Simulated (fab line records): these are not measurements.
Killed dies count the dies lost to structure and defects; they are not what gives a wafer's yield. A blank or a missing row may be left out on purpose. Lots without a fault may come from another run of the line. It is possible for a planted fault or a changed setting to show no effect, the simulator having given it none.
Matching of chambers ; flow sky130 ; SKY_FIELD_ISO_ETCH_17 on rie si-02 has 4 sister chambers
The step etches Si in HBr/Cl2/O2, target depth 342 nm, time 97.7 s. 4 wafers are shown with their chamber, then 7 later ones without.

## WAFERS PAIRED WITH THEIR CHAMBERS
wafer;chamber;drypump motor current A (A)
L825.2;2;5.3
L825.5;0;6.2
L826.1;1;5.7
L826.4;3;6.5

## WAFERS WITHOUT THEIR CHAMBER
wafer;drypump motor current A (A)
L826.5;5.7
L837.1;6.2
L837.2;6.5
L837.4;5.3
L839.2;5.6
L839.3;6.3
L839.4;6.5

## THE CHAMBER EACH PASSED THROUGH
wafer;from the rows above;in truth
L826.5;1;1
L837.1;0;0
L837.2;3;3
L837.4;2;2
L839.2;1;1
L839.3;can't be placed: 0 or 3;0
L839.4;3;3
Placed correctly: 6 of 7. From these rows, 1 cannot be placed; in 1 the true chamber is one of the candidates. Wrongly placed: 0.
How it was worked out, from the rows above alone: a wafer's distance from a chamber is the root of the sum, over the readings, of the square of ((its reading less the chamber's mean) divided by the reading's scatter). The wafer belongs to the nearest chamber; if the next one is less than 2 further off, it can't be placed. Each chamber's mean is taken over the wafers shown for it. The scatter: with one shown wafer a chamber, the root of the mean of the squares of how far each hidden wafer lies from its nearest shown one.
